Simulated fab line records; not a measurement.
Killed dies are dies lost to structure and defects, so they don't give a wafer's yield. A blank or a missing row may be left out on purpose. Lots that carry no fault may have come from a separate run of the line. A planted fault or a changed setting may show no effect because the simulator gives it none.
fab line records | flow sky130
record lots=6 | wafers=18 | last-day=50
route steps=708 shown LDD_HVP@285 LDD_LDN@289 PAD_OPEN@708
lots that met no fault: taken from a fault-free run of the same line
start-h: the number of hours between the record's first day and the start of the first shown wafer of the lot | wait-h: time in hours since the lot's previous step | " repeats the value in the row above | L1.1+2: a row that stands for several wafers | - either no value or no given start | * or withheld: withheld | < > ~ a bound
route shown NAME@n: names a module that has steps shown in the file, with the first one's number in the route | usual: average and standard deviation across the fault-free wafers | same: alike in all rows | chamber/n: place in a boat | sites: readings site by site | _std_site: standard deviation of those values | _edge_site: outer sites' mean less inner sites' | radius-mm: for every site, how far away it sits from the centre of the wafer | mask NAME#n: copy n | behind: tool/chamber where the wafer was last shaped | hold: what put the lot on hold/how long, in hours/how the hold closed | device: transistor that didn't switch, given as n, p or np | end of line: at the end of the route, the tests of the same wafers | step lacking rows: just its recipe | killed: not the wafer's yield, but the dies lost to structure and defects at the first sort | map: a wafer's dies, x killed, . not, _ none there
set.NAME: the run value of the setting; set.NAME@STEP: its run value at that earlier step | model.NAME: the simulator's own value behind a step, which no gauge read
lots at some steps of the route; a table a step, a row a wafer
services: from which hour (start-h, from the record's first day; less than 0 if before it) a tool's chamber was out of use, for how many hours, and why
## steps
# step SKY_LDD_HVP_OVL_MEAS_07
# usual LDD_HVP_OVL=-0.2/1.4
lot.wafer | tool       | chamber | start-h | wait-h | LDD_HVP_OVL[nm]
L738.1    | overlay-01 | -       | 526.30  | 0.1    | -3.0
L738.2    | "          | -       | "       | "      | -1.0
L738.6    | "          | -       | "       | "      | -0.3
L744.1    | overlay-02 | -       | 568.72  | 0.1    | 0.7
L744.5    | "          | -       | "       | "      | -1.9
L744.6    | "          | -       | "       | "      | -1.8
L745.1    | overlay-02 | -       | 569.67  | 0.1    | -1.0
L745.3    | "          | -       | "       | "      | 1.6
L745.6    | "          | -       | "       | "      | -1.6
L754.2    | overlay-02 | -       | 642.37  | 0.1    | -1.2
L754.3    | "          | -       | "       | "      | 1.2
L754.6    | "          | -       | "       | "      | 0.7
L755.1    | overlay-02 | -       | 652.91  | 0.1    | -2.2
L755.2    | "          | -       | "       | "      | -0.4
L755.3    | "          | -       | "       | "      | -0.5
L760.1    | overlay-02 | -       | 687.55  | 0.1    | 0.6
L760.3    | "          | -       | "       | "      | 1.3
L760.6    | "          | -       | "       | "      | 0.5
# step SKY_LDD_HVP_IMPLANT_08
# recipe species=B | energy-kev=20 | dose-cm2=1.7e+13 | tilt-deg=17.9
# step SKY_LDD_HVP_STRIP_09
# recipe chemistry=O2/N2 | power-w=1400 | pressure-mtorr=1500 | platen-temp-c=withheld | o2-flow-sccm=3000 | n2-flow-sccm=300 | overash-fraction=0.5
# usual drypump-motor-current-A=5.7/0.69 | oes-product-au=0.408/0.0041 | strip-time-to-endpoint-s=4.138/0.015
lot.wafer | tool            | chamber | start-h | wait-h | drypump-motor-current-A | oes-product-au | rf-hours-counter-h | strip-time-to-endpoint-s
L738.1    | plasma-asher-01 | 0       | 526.48  | 0.1    | 4.8                     | 0.408          | 84                 | 4.129
L738.2    | "               | 1       | "       | "      | 5.2                     | 0.417          | 84                 | 4.117
L738.6    | "               | 0       | "       | "      | 4.8                     | 0.397          | -                  | 4.111
L744.1    | plasma-asher-01 | 1       | 568.90  | 0.1    | 5.2                     | 0.412          | 90                 | 4.136
L744.5    | "               | 0       | "       | "      | 4.8                     | 0.408          | -                  | 4.149
L744.6    | "               | 1       | "       | "      | 5.2                     | 0.413          | -                  | 4.136
L745.1    | plasma-asher-04 | 0       | 569.85  | 0.1    | 5.2                     | 0.407          | 15                 | 4.126
L745.3    | "               | 0       | "       | "      | 5.2                     | 0.411          | -                  | 4.117
L745.6    | "               | 1       | "       | "      | 6.7                     | 0.400          | -                  | 4.122
L754.2    | plasma-asher-04 | 0       | 642.55  | 0.1    | 5.2                     | 0.409          | 22                 | 4.161
L754.3    | "               | 1       | "       | "      | 6.7                     | 0.405          | -                  | 4.147
L754.6    | "               | 0       | "       | "      | 5.1                     | 0.412          | -                  | 4.166
L755.1    | plasma-asher-04 | 0       | 653.09  | 0.1    | 5.1                     | 0.404          | 23                 | 4.144
L755.2    | "               | 1       | "       | "      | 6.7                     | 0.414          | 23                 | 4.144
L755.3    | "               | 0       | "       | "      | 5.1                     | 0.405          | -                  | 4.141
L760.1    | plasma-asher-04 | 1       | 687.73  | 0.1    | 6.7                     | 0.404          | 26                 | 4.166
L760.3    | "               | 1       | "       | "      | 6.6                     | 0.404          | -                  | 4.161
L760.6    | "               | 1       | "       | "      | 6.7                     | 0.413          | -                  | 4.154
# step SKY_LDD_HVP_TW_MEAS_10
# usual LDD_HVP_TW=458/5
lot.wafer | tool          | chamber | start-h | wait-h | LDD_HVP_TW
L738.1    | film-metro-03 | -       | 526.58  | 0.1    | 448
L738.2    | "             | -       | "       | "      | 451
L738.6    | "             | -       | "       | "      | 451
L744.1    | film-metro-02 | -       | 569.00  | 0.1    | 460
L744.5    | "             | -       | "       | "      | 460
L744.6    | "             | -       | "       | "      | 459
L745.1    | film-metro-03 | -       | 569.95  | 0.1    | 456
L745.3    | "             | -       | "       | "      | 454
L745.6    | "             | -       | "       | "      | 455
L754.2    | film-metro-03 | -       | 642.66  | 0.1    | 453
L754.3    | "             | -       | "       | "      | 454
L754.6    | "             | -       | "       | "      | 450
L755.1    | film-metro-02 | -       | 653.19  | 0.1    | 460
L755.2    | "             | -       | "       | "      | 460
L755.3    | "             | -       | "       | "      | 461
L760.1    | film-metro-04 | -       | 687.83  | 0.1    | 461
L760.3    | "             | -       | "       | "      | 460
L760.6    | "             | -       | "       | "      | 462
# step SKY_LDD_LDN_DEHYDRATE_00
# recipe temp-c=200 | time-s=60
# step SKY_LDD_LDN_HMDS_01
# recipe prime-time-s=60 | prime-temp-c=120
# step SKY_LDD_LDN_COAT_02
# recipe resist=NOVOLAK | spin-rpm=3000 | resist-thk-nm=1140
# step SKY_LDD_LDN_SOFTBAKE_03
# recipe temp-c=90 | time-s=60 | resist=NOVOLAK
# step SKY_LDD_LDN_EXPOSE_04
# recipe mask-id=LDNTM | na=0.6 | source-shape=conventional | sigma-outer=0.6 | polarization=unpolarized | target-cd-nm=700 | dose-mj=140
# step SKY_LDD_LDN_PEB_05
# recipe temp-c=withheld | time-s=* | resist=NOVOLAK
# step SKY_LDD_LDN_DEVELOP_06
# recipe resist=NOVOLAK | developer=TMAH | develop-time-s=60 | dev-temp-c=23
# step SKY_LDD_LDN_OVL_MEAS_07
# usual LDD_LDN_OVL=0.8/1.3
lot.wafer | tool       | chamber | start-h | wait-h | LDD_LDN_OVL[nm]
L738.1    | overlay-01 | -       | 556.62  | 0.1    | 1.7
L738.2    | "          | -       | "       | "      | 2.3
L738.6    | "          | -       | "       | "      | 2.5
L744.1    | overlay-02 | -       | 598.03  | 0.1    | -0.1
L744.5    | "          | -       | "       | "      | 0.3
L744.6    | "          | -       | "       | "      | 0.1
L745.1    | overlay-02 | -       | 599.32  | 0.1    | 1.5
L745.3    | "          | -       | "       | "      | -0.4
L745.6    | "          | -       | "       | "      | -0.2
L754.2    | overlay-01 | -       | 671.49  | 0.1    | 2.2
L754.3    | "          | -       | "       | "      | 3.8
L754.6    | "          | -       | "       | "      | 3.2
L755.1    | overlay-02 | -       | 680.67  | 0.1    | 0.5
L755.2    | "          | -       | "       | "      | -1.5
L755.3    | "          | -       | "       | "      | -0.8
L760.1    | overlay-01 | -       | 715.38  | 0.1    | -0.2
L760.3    | "          | -       | "       | "      | 0.8
L760.6    | "          | -       | "       | "      | 2.1
# step SKY_LDD_LDN_IMPLANT_08
# recipe species=As | energy-kev=15 | dose-cm2=1.25e+13 | tilt-deg=withheld | rotation-deg=23
# usual beam-on-s=10.01/0.22 | dose-ions-cm2=1.2498e+13/1.4e+10 | faraday-current-uA=70.5/1.5
lot.wafer | tool         | chamber | start-h | wait-h | beam-on-s | dose-ions-cm2 | faraday-current-uA
L738.1    | implanter-01 | 0       | 556.65  | 0.0    | 10.08     | 1.2475e+13    | 69.8
L738.2    | "            | 0       | "       | "      | 9.99      | 1.25e+13      | 70.5
L738.6    | "            | 0       | "       | "      | 10.39     | 1.2498e+13    | 67.8
L744.1    | implanter-02 | 0       | 598.07  | 0.0    | 9.98      | 2.476e+12     | 14.0
L744.5    | "            | 0       | "       | "      | 9.80      | 2.465e+12     | 14.2
L744.6    | "            | 0       | "       | "      | 10.27     | 2.468e+12     | 13.5
L745.1    | implanter-02 | 0       | 599.35  | 0.0    | 9.78      | 2.465e+12     | 14.3
L745.3    | "            | 0       | "       | "      | 10.53     | 2.479e+12     | 13.2
L745.6    | "            | 0       | "       | "      | 9.95      | 2.473e+12     | 14.0
L754.2    | implanter-04 | 0       | 671.54  | 0.0    | 10.45     | 1.2489e+13    | 67.4
L754.3    | "            | 0       | "       | "      | 9.70      | 1.2509e+13    | 72.4
L754.6    | "            | 0       | "       | "      | 9.98      | 1.2496e+13    | 70.8
L755.1    | implanter-01 | 0       | 680.70  | 0.0    | 10.12     | 1.2494e+13    | 69.6
L755.2    | "            | 0       | "       | "      | 10.33     | 1.2499e+13    | 68.1
L755.3    | "            | 0       | "       | "      | 10.52     | 1.2504e+13    | 67.1
L760.1    | implanter-02 | 0       | 715.42  | 0.0    | 9.95      | 1.2481e+13    | 71.0
L760.3    | "            | 0       | "       | "      | 10.10     | 1.2489e+13    | 69.8
L760.6    | "            | 0       | "       | "      | 10.07     | 1.2511e+13    | 70.4
# step SKY_LDD_LDN_IMPLANT_09
# recipe species=As | energy-kev=15 | dose-cm2=1.25e+13 | tilt-deg=withheld | rotation-deg=113
# step SKY_LDD_LDN_IMPLANT_10
# recipe species=As | energy-kev=15 | dose-cm2=1.25e+13 | tilt-deg=withheld | rotation-deg=203
# step SKY_LDD_LDN_IMPLANT_11
# recipe species=As | energy-kev=15 | dose-cm2=1.25e+13 | tilt-deg=withheld | rotation-deg=293
# step SKY_LDD_LDN_STRIP_12
# recipe chemistry=O2/N2 | power-w=1400 | pressure-mtorr=1500 | platen-temp-c=withheld | o2-flow-sccm=3000 | n2-flow-sccm=300 | overash-fraction=0.5
# usual drypump-motor-current-A=5.9/0.57 | oes-product-au=0.715/0.0044 | strip-time-to-endpoint-s=14.20/0.037
lot.wafer | tool            | chamber | start-h | wait-h | drypump-motor-current-A | oes-product-au | rf-hours-counter-h | strip-time-to-endpoint-s
L738.1    | plasma-asher-04 | 0       | 557.25  | 0.1    | 5.1                     | 0.714          | 13                 | 14.26
L738.2    | "               | 1       | "       | "      | 6.7                     | 0.714          | 13                 | 14.23
L738.6    | "               | 0       | "       | "      | 5.1                     | 0.712          | -                  | 14.22
L744.1    | plasma-asher-04 | 0       | 598.67  | 0.1    | 5.1                     | 0.720          | 17                 | 14.26
L744.5    | "               | 0       | "       | "      | 5.1                     | 0.713          | -                  | 14.21
L744.6    | "               | 1       | "       | "      | 6.7                     | 0.716          | -                  | 14.22
L745.1    | plasma-asher-04 | 0       | 599.95  | 0.1    | 5.1                     | 0.715          | 18                 | 14.18
L745.3    | "               | 0       | "       | "      | 5.1                     | 0.709          | -                  | 14.17
L745.6    | "               | 1       | "       | "      | 6.7                     | 0.716          | -                  | 14.13
L754.2    | plasma-asher-03 | 0       | 672.12  | 0.1    | 6.2                     | 0.718          | 53                 | 14.16
L754.3    | "               | 0       | "       | "      | 6.2                     | 0.708          | -                  | 14.20
L754.6    | "               | 1       | "       | "      | 5.2                     | 0.718          | -                  | 14.16
L755.1    | plasma-asher-02 | 1       | 681.30  | 0.1    | 6.5                     | 0.721          | 84                 | 14.20
L755.2    | "               | 0       | "       | "      | 5.8                     | 0.725          | 84                 | 14.20
L755.3    | "               | 0       | "       | "      | 5.8                     | 0.720          | -                  | 14.25
L760.1    | plasma-asher-04 | 1       | 716.02  | 0.1    | 6.7                     | 0.713          | 29                 | 14.22
L760.3    | "               | 1       | "       | "      | 6.7                     | 0.713          | -                  | 14.22
L760.6    | "               | 0       | "       | "      | 5.1                     | 0.719          | -                  | 14.19
# step SKY_LDD_LDN_TW_MEAS_13
# usual LDD_LDN_TW=1485/12
lot.wafer | tool          | chamber | start-h | wait-h | LDD_LDN_TW
L738.1    | film-metro-01 | -       | 557.35  | 0.1    | 1472
L738.2    | "             | -       | "       | "      | 1470
L738.6    | "             | -       | "       | "      | 1472
L744.1    | film-metro-02 | -       | 598.77  | 0.1    | 1392
L744.5    | "             | -       | "       | "      | 1393
L744.6    | "             | -       | "       | "      | 1388
L745.1    | film-metro-02 | -       | 600.05  | 0.1    | 1384
L745.3    | "             | -       | "       | "      | 1386
L745.6    | "             | -       | "       | "      | 1387
L754.2    | film-metro-02 | -       | 672.23  | 0.1    | 1487
L754.3    | "             | -       | "       | "      | 1487
L754.6    | "             | -       | "       | "      | 1485
L755.1    | film-metro-01 | -       | 681.40  | 0.1    | 1481
L755.2    | "             | -       | "       | "      | 1475
L755.3    | "             | -       | "       | "      | 1483
L760.1    | film-metro-04 | -       | 716.12  | 0.1    | 1502
L760.3    | "             | -       | "       | "      | 1496
L760.6    | "             | -       | "       | "      | 1506
# step SKY_LDD_LDN_CLEAN_14
# recipe chemistry=SC1/SC2 | mix=1:4:20 | temp-c=70 | time-s=150 | dry=n2-spin
# step SKY_PAD_OPEN_PROBE_99
# usual killed_at_M0_to_M3=44/7.4 | killed_at_M4_up=3.1/1.8 | killed-at-contacts=24/5.6 | killed-at-front-end=15/4.9 | killed-at-other=0.4/0.59 | killed-dies=87/9.8 | killed-open=47/7.2 | killed-short=39/6.8
# same gross-dies=492 | killed-at-back-side=0
lot.wafer | tool      | chamber | start-h | wait-h | killed_at_M0_to_M3 | killed_at_M4_up | killed-at-contacts | killed-at-front-end | killed-at-other | killed-dies | killed-open | killed-short | model.etest.tip-sonos.rs-ohm-sq
L744.1    | prober-02 | -       | 1125.95 | 0.1    | 35                 | 1               | 27                 | 15                  | 0               | 78          | 43          | 33           | 2957
L744.5    | prober-02 | -       | 1126.15 | 0.2    | 44                 | 3               | 28                 | 18                  | 0               | 93          | 47          | 45           | 3003
L744.6    | prober-02 | -       | 1126.20 | 0.2    | 37                 | 4               | 20                 | 15                  | 0               | 76          | 33          | 42           | 2996
L745.1    | prober-01 | -       | 1128.24 | 0.1    | 33                 | 7               | 24                 | 20                  | 2               | 86          | 43          | 40           | 2906
L745.3    | prober-01 | -       | 1128.34 | 0.2    | 48                 | 1               | 32                 | 14                  | 1               | 96          | 52          | 43           | 2908
L745.6    | prober-01 | -       | 1128.49 | 0.2    | 47                 | 8               | 25                 | 13                  | 0               | 93          | 52          | 40           | 2894
L754.2    | prober-02 | -       | 1173.59 | 0.1    | 49                 | 3               | 27                 | 12                  | 0               | 91          | 55          | 36           | 2647
L754.3    | prober-02 | -       | 1173.64 | 0.2    | 41                 | 2               | 28                 | 15                  | 0               | 86          | 45          | 41           | 2662
L754.6    | prober-02 | -       | 1173.79 | 0.2    | 25                 | 6               | 21                 | 16                  | 0               | 68          | 42          | 26           | 2663
L755.1    | prober-01 | -       | 1177.98 | 0.1    | 34                 | 3               | 35                 | 10                  | 1               | 83          | 51          | 31           | 2639
L755.2    | prober-01 | -       | 1178.03 | 0.1    | 49                 | 3               | 22                 | 15                  | 0               | 89          | 47          | 42           | 2598
L755.3    | prober-01 | -       | 1178.08 | 0.2    | 34                 | 3               | 28                 | 18                  | 1               | 84          | 55          | 29           | 2606
L760.1    | prober-01 | -       | 1199.29 | 0.1    | 61                 | 2               | 14                 | 17                  | 0               | 94          | 44          | 50           | 2642
L760.3    | prober-01 | -       | 1199.39 | 0.2    | 39                 | 1               | 26                 | 10                  | 1               | 77          | 41          | 36           | 2657
L760.6    | prober-01 | -       | 1199.54 | 0.2    | 44                 | 2               | 28                 | 11                  | 0               | 85          | 58          | 27           | 2654
# killed by level:class
L744.1 VIA1:geometric-particle:open=10 LOCAL_INTERCONNECT:geometric-particle:short=9 LI_CONTACT:geometric-particle:open=8 VIA3:geometric-particle:open=8 FIELD_ISO:geometric-particle:short=5 FIELD_ISO:geometric-particle:open=4 CONTACT:geometric-particle:open=4 METAL2:geometric-particle:short=4
L744.5 CONTACT:geometric-particle:open=11 VIA1:geometric-particle:open=9 POLY_GATE:geometric-particle:short=8 VIA3:geometric-particle:open=8 CONTACT:geometric-particle:short=7 VIA1:geometric-particle:short=7 METAL1:geometric-particle:short=6 LI_CONTACT:geometric-particle:open=6
L744.6 VIA1:geometric-particle:short=8 CONTACT:geometric-particle:open=8 VIA1:geometric-particle:open=6 VIA3:geometric-particle:open=5 CONTACT:geometric-particle:short=5 POLY_GATE:geometric-particle:short=4 LI_CONTACT:geometric-particle:open=4 VIA3:geometric-particle:short=4
L745.1 CONTACT:geometric-particle:open=12 VIA1:geometric-particle:open=7 METAL2:geometric-particle:short=5 METAL4:geometric-particle:short=5 FIELD_ISO:geometric-particle:short=4 POLY_GATE:geometric-particle:open=4 POLY_GATE:geometric-particle:short=4 LI_CONTACT:geometric-particle:open=4
L745.3 LI_CONTACT:geometric-particle:open=10 METAL2:geometric-particle:short=9 VIA3:geometric-particle:open=8 CONTACT:geometric-particle:open=7 VIA2:geometric-particle:open=6 VIA1:geometric-particle:open=6 METAL1:geometric-particle:short=6 LOCAL_INTERCONNECT:geometric-particle:short=5
L745.6 LI_CONTACT:geometric-particle:open=15 VIA1:geometric-particle:open=12 VIA2:geometric-particle:open=7 VIA2:geometric-particle:short=6 METAL4:geometric-particle:short=6 VIA1:geometric-particle:short=5 METAL2:geometric-particle:short=5 POLY_GATE:geometric-particle:open=4
L754.2 VIA3:geometric-particle:open=12 LI_CONTACT:geometric-particle:open=10 VIA1:geometric-particle:open=9 CONTACT:geometric-particle:open=8 VIA2:geometric-particle:open=6 FIELD_ISO:geometric-particle:short=5 VIA2:geometric-particle:short=5 LOCAL_INTERCONNECT:geometric-particle:short=4
L754.3 CONTACT:geometric-particle:open=12 VIA2:geometric-particle:open=10 VIA3:geometric-particle:open=7 METAL1:geometric-particle:short=6 LOCAL_INTERCONNECT:geometric-particle:short=5 CONTACT:geometric-particle:short=5 VIA1:geometric-particle:open=5 FIELD_ISO:geometric-particle:short=4
L754.6 CONTACT:geometric-particle:open=13 FIELD_ISO:geometric-particle:open=6 VIA1:geometric-particle:open=6 VIA3:geometric-particle:open=4 METAL4:geometric-particle:short=4 SPACER:geometric-particle:short=3 LOCAL_INTERCONNECT:geometric-particle:short=3 CONTACT:geometric-particle:short=3
L755.1 LI_CONTACT:geometric-particle:open=12 CONTACT:geometric-particle:open=12 VIA1:geometric-particle:open=8 VIA3:geometric-particle:open=6 VIA1:geometric-particle:short=5 VIA3:geometric-particle:short=4 CONTACT:geometric-particle:short=4 VIA2:geometric-particle:open=4
L755.2 VIA1:geometric-particle:open=9 VIA3:geometric-particle:open=9 VIA2:geometric-particle:open=8 VIA2:geometric-particle:short=8 METAL1:geometric-particle:short=7 LI_CONTACT:geometric-particle:open=6 LI_CONTACT:geometric-particle:short=4 LOCAL_INTERCONNECT:geometric-particle:short=4
L755.3 CONTACT:geometric-particle:open=11 FIELD_ISO:geometric-particle:open=8 LI_CONTACT:geometric-particle:open=8 VIA3:geometric-particle:open=8 VIA1:geometric-particle:open=7 CONTACT:geometric-particle:short=5 VIA2:geometric-particle:open=4 METAL1:geometric-particle:short=4
L760.1 VIA1:geometric-particle:open=14 VIA1:geometric-particle:short=12 METAL1:geometric-particle:short=10 VIA3:geometric-particle:open=8 CONTACT:geometric-particle:open=5 VIA2:geometric-particle:open=5 FIELD_ISO:geometric-particle:open=4 FIELD_ISO:geometric-particle:short=4
L760.3 CONTACT:geometric-particle:open=11 VIA1:geometric-particle:open=6 VIA2:geometric-particle:open=6 CONTACT:geometric-particle:short=5 LI_CONTACT:geometric-particle:open=5 VIA1:geometric-particle:short=5 VIA3:geometric-particle:open=4 METAL1:geometric-particle:short=4
L760.6 VIA1:geometric-particle:open=15 CONTACT:geometric-particle:open=11 LI_CONTACT:geometric-particle:open=8 LOCAL_INTERCONNECT:geometric-particle:short=5 METAL2:geometric-particle:short=5 VIA2:geometric-particle:open=5 VIA3:geometric-particle:open=5 CONTACT:geometric-particle:short=4
## services
tool            | chamber | start-h | hours | kind
plasma-asher-01 | -       | 504.77  | 2.8   | pm
implanter-04    | -       | 516.53  | 5.6   | repair
implanter-01    | -       | 542.31  | 5.9   | repair
plasma-asher-04 | -       | 546.17  | 2.8   | pm
implanter-04    | -       | 552.69  | 2.6   | pm
plasma-asher-02 | -       | 552.70  | 20.2  | pm
plasma-asher-04 | -       | 574.57  | 0.7   | repair
plasma-asher-01 | -       | 598.51  | 3.1   | repair
implanter-04    | -       | 605.02  | 1.7   | repair
implanter-04    | -       | 628.67  | 1.3   | repair
implanter-04    | -       | 663.49  | 6.6   | pm
implanter-02    | -       | 688.15  | 0.7   | repair
plasma-asher-04 | -       | 692.04  | 1.3   | repair
## key
first-sign step=SKY_LDD_LDN_IMPLANT_08 | reading=dose-ions-cm2 | direction=down | sigmas=99+ | usual=* | struck=*
effect step=SKY_LDD_LDN_IMPLANT_08 | reading=faraday-current-uA | direction=down | sigmas=38 | usual=70.5 | struck=13.9
effect step=SKY_LDD_LDN_TW_MEAS_13 | reading=LDD_LDN_TW | direction=down | sigmas=8.4 | usual=1485 | struck=1388
model-effect step=SKY_PAD_OPEN_PROBE_99 | value=etest.tip-sonos.rs-ohm-sq | without=2610 | struck=2944
met-at SKY_LDD_LDN_IMPLANT_08
struck-wafers L744.1,L744.5,L744.6,L745.1,L745.3,L745.6
tester-left-out L744,L745
fault kind=process-parameter-drift | tool=implanter-02 | chamber=- | onset-h=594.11 | steps=SKY_LDD_LDN_IMPLANT_08 | channel=dose-cm2 | offset=* | shape=step | end-h=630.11 | acts-in=* | stated=*
# tester-left-out: of these lots the tester's yield and bins aren't shown, on N5 and GAA mostly nor the transistor test; their killed dies are dies lost to structure and defects alone, not to doping, threshold or leakage, so they don't give the yield
